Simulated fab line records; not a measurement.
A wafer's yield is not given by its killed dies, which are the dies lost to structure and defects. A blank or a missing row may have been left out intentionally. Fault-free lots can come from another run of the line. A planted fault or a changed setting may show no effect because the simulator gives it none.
Comparing a struck lot with a sound one / flow sky130 / 17 out of 708 route steps
Sound: wafers L659.1, L659.2, L659.4. Wafers struck: L673.1, L673.5. The cause comes at the end.
For every step that has rows: the tool of each side, followed by ch and its chambers, followed by its first start. Under that, the readings that differ: sound wafers / struck wafers / difference of the means / sigmas: that difference in standard deviations of wafers without a fault.
alike: words and numbers the same on both sides, and readings whose means are apart by under 2 such deviations; not compared: readings that were withheld, readings missing a value for some wafer, numbers with overlapping values and no deviation given by the record, and bounds like >300 which may hide the same value.
Wherever a step has rows on one side only, a row that says differs or no value, or a row with sigmas, the two part there. Non-overlapping numbers with no deviation appear without sigmas and do not part them. A reading that every wafer of one side lacks parts them only if that side has two wafers or more.

first, 5 steps without rows for these wafers: SKY_SD_N_COAT_02 (resist thk 1140 nm); SKY_SD_N_SOFTBAKE_03 (time 60 s); SKY_SD_N_EXPOSE_04 (exposes mask NSDM, target cd 380 nm); SKY_SD_N_PEB_05; SKY_SD_N_DEVELOP_06 (develop time 60 s).
SKY_SD_N_CD_MEAS_07 targets a cd of 380 nm.
  sound on cd_sem-01 at day 28 16:01; struck on cd_sem-02 at day 33 13:11
  alike: cd_nm
SKY_SD_N_OVL_MEAS_08:
  sound on overlay-02 at day 28 16:08; struck on overlay-02 at day 33 13:19
  alike: SD_N_OVL
then, 2 steps without rows for these wafers: SKY_SD_N_IMPLANT_09; SKY_SD_N_IMPLANT_10.
SKY_SD_N_STRIP_11: strips in O2/N2.
  sound on plasma_asher-03 ch 0,1, day 28 16:29; struck on plasma_asher-02 ch 0,1, day 33 13:38
  alike: drypump_motor_current_A, oes_product_au, strip_time_to_endpoint_s
  not compared: rf_hours_counter_h
SKY_SD_N_TW_MEAS_12:
  sound on film_metro-01 at day 28 16:35; struck on film_metro-02 at day 33 13:44
  alike: SD_N_TW
then, 1 step without rows for these wafers: SKY_SD_N_CLEAN_13 (cleans in SC1/SC2, time 150 s).
SKY_SD_N_RTA_14: time 2 s.
  sound on rtp_anneal-02 ch 0, day 28 16:41; struck on rtp_anneal-02 ch 0, day 33 13:52
reading=wafer_temp_C_max; sound=1083.3 1077.1 1079.4; struck=1084.7 1084.8; difference=+4.8; sigmas=+3
  alike: lamp_power_pct, ramp_down_c_per_s, ramp_up_c_per_s
SKY_SD_N_RS_MEAS_16: measures by four-point-probe.
  sound on film_metro-02 at day 28 16:52; struck on film_metro-01 at day 33 14:02
reading=SD_N_RS (ohm/sq); sound=68.56 68.55 68.48; struck=67.42 67.56; difference=-1.04; sigmas=-9
SKY_SD_N_RS_MEAS_17: measures by four-point-probe.
  sound on film_metro-02 at day 28 16:59; struck on film_metro-01 at day 33 14:10
reading=SD_P_RS (ohm/sq); sound=147.5 147.2 147.4; struck=141.0 141.0; difference=-6.4; sigmas=-19
SKY_SD_N_RS_MEAS_18: measures by four-point-probe.
  sound on film_metro-02 at day 28 17:07; struck on film_metro-01 at day 33 14:17
  alike: RES_XHIGH_RS
-- a jump in the record: the struck wafers' starts before and after are 16 days apart (it breaks off in module SD_N and resumes in module PAD_OPEN, where the first step shown is number 708 of the route) --
SKY_PAD_OPEN_PROBE_99:
  sound on prober-01 at day 46 10:43; struck on prober-01 at day 49 17:19
reading=model.etest.res_xhigh_po.line_ohm_um; sound=5497 5545 5682; struck=5295 5044; difference=-405; sigmas=
reading=model.etest.res_xhigh_po.rs_ohm_sq; sound=1911 1940 1968; struck=1865 1774; difference=-120; sigmas=
reading=model.etest.res_pdiff.line_ohm_um; sound=1389 1419 1362; struck=1313 1306; difference=-80; sigmas=
reading=model.etest.res_high_po.line_ohm_um; sound=724.2 739.6 728.6; struck=701 677.6; difference=-42; sigmas=
reading=model.etest.licon_high_po.rc_ohm; sound=347.2 349.8 353.5; struck=319.8 310.4; difference=-35.1; sigmas=
reading=model.etest.res_high_po.rs_ohm_sq; sound=255.8 254 258.2; struck=248.9 239; difference=-12.1; sigmas=
reading=model.etest.res_pdiff_hv.rs_ohm_sq; sound=192.8 192.3 191.2; struck=181.8 180.7; difference=-10.8; sigmas=
reading=model.etest.res_pdiff.rs_ohm_sq; sound=198.7 197.9 196.6; struck=191 189.1; difference=-8; sigmas=
  alike: killed_at_M0_to_M3, killed_at_M4_up, killed_at_contacts, killed_at_front_end, killed_at_other, killed_dies, killed_open, killed_short

## WHERE THEY PART
Earliest at SKY_SD_N_RTA_14; latest, in this record, at SKY_SD_N_RS_MEAS_17. Later steps at which nothing parts them and some readings are alike: SKY_SD_N_RS_MEAS_18, SKY_PAD_OPEN_PROBE_99.

WHY: whatever the simulator had introduced
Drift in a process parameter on rtp_anneal-02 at SKY_SD_N_RTA_14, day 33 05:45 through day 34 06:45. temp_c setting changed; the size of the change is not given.
